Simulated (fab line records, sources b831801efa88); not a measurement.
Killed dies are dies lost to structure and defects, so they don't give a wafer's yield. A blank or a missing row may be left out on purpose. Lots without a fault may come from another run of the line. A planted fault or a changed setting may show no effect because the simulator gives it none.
A struck lot beside a sound one | flow gf180mcu | 18 steps out of a route of 602
Sound: wafers L699.1, L699.2, L699.3. Struck: wafers L711.1, L711.2, L711.6. The cause comes at the end.
At each step with rows: each side's tool, then ch and its chambers, then its first start. Under that, the readings that differ: sound wafers | struck wafers | difference of the means | sigmas: that difference in standard deviations of wafers without a fault.
alike: readings whose means differ by less than 2 such deviations, and words and numbers that are the same on both sides. not compared: withheld readings, readings that some wafer has no value for, bounds like >300 that may hide the same value, and numbers for which the record gives no deviation and whose values overlap.
The two part at a step that has a row with sigmas, a row that says differs or no value, or rows on one side only. Numbers that don't overlap but have no deviation are shown without sigmas and don't part them. A reading that every wafer of one side lacks parts them only if that side has two wafers or more.

first, 1 step without rows for these wafers: GF_HV_LDD_CLEAN_51 (cleans in SC1/SC2, time 150 s).
GF_HV_LDD_RTA_52: time 10 s.
  sound on rtp_anneal-01 ch 0, day 12 11:16; struck on rtp_anneal-01 ch 0, day 16 13:49
  alike: lamp_power_pct, wafer_temp_C_max
GF_HV_LDD_RS_MEAS_53: measures by four-point-probe.
  sound on film_metro-03, day 12 11:20; struck on film_metro-01, day 16 13:53
  alike: HV_LDD_RS
then, 1 step without rows for these wafers: GF_HV_LDD_CVD_54 (deposits SiO2 from TEOS, target thk 10 nm, time 75 s).
GF_HV_LDD_THK_MEAS_55:
  sound on film_metro-01, day 12 12:28; struck on film_metro-01, day 16 15:32
  alike: HV_LDD_CVD_54_THK
then, 1 step without rows for these wafers: GF_HV_LDD_CVD_56 (deposits Si3N4 from DCS/NH3, target thk 90 nm, time 1543 s).
GF_HV_LDD_THK_MEAS_57:
  sound on film_metro-03, day 12 13:58; struck on film_metro-01, day 16 17:02
  alike: HV_LDD_CVD_56_THK
GF_HV_LDD_ETCHBACK_58: etches Si3N4 in CH3F/O2, stops on SiO2, time 100 s, target depth 90 nm.
  sound on rie_diel-03 ch 0,1,3, day 12 14:01; struck on rie_diel-03 ch 0,1,3, day 16 17:05
  alike: drypump_motor_current_A, oes_product_au, throttle_valve_pct
  not compared: rf_hours_counter_h
then, 4 steps without rows for these wafers: GF_NSD_DEHYDRATE_00 (time 60 s); GF_NSD_HMDS_01 (prime time 60 s); GF_NSD_COAT_02 (resist thk 1000 nm); GF_NSD_SOFTBAKE_03 (time 60 s).
GF_NSD_EXPOSE_04: exposes mask Nplus, target cd 400 nm.
  sound on iline_stepper-02 ch 0, day 13 00:26; struck on iline_stepper-02 ch 0, day 17 04:39
  reading              | sound                | struck               | difference | sigmas
  exposure_dose_mJ_cm2 | 140.20 139.98 139.98 | 127.22 127.35 127.26 | -12.78     | -80
  alike: mask
then, 2 steps without rows for these wafers: GF_NSD_PEB_05; GF_NSD_DEVELOP_06 (develop time 60 s).
GF_NSD_CD_MEAS_07: target cd 400 nm.
  sound on cd_sem-02, day 13 10:34; struck on cd_sem-01, day 17 16:17
  reading    | sound             | struck            | difference | sigmas
  cd_nm (nm) | 399.5 401.3 400.5 | 371.9 373.7 372.2 | -27.8      | -13
GF_NSD_OVL_MEAS_08:
  sound on overlay-02, day 13 10:41; struck on overlay-01, day 17 16:25
  reading      | sound       | struck         | difference | sigmas
  NSD_OVL (nm) | 3.1 1.6 2.0 | -1.7 -1.1 -0.4 | -3.3       | -3
GF_PASSIVATION_PROBE_99:
  the record has rows for the sound wafers here (prober-01, day 29 05:50) and none for the struck ones

WHERE THEY PART
First at GF_NSD_EXPOSE_04; last, within this record, at GF_PASSIVATION_PROBE_99.

WHY: what the simulator had put in
Process parameter drift: iline_stepper-02, from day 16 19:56 on, at GF_NSD_EXPOSE_04. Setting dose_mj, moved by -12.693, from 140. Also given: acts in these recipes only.
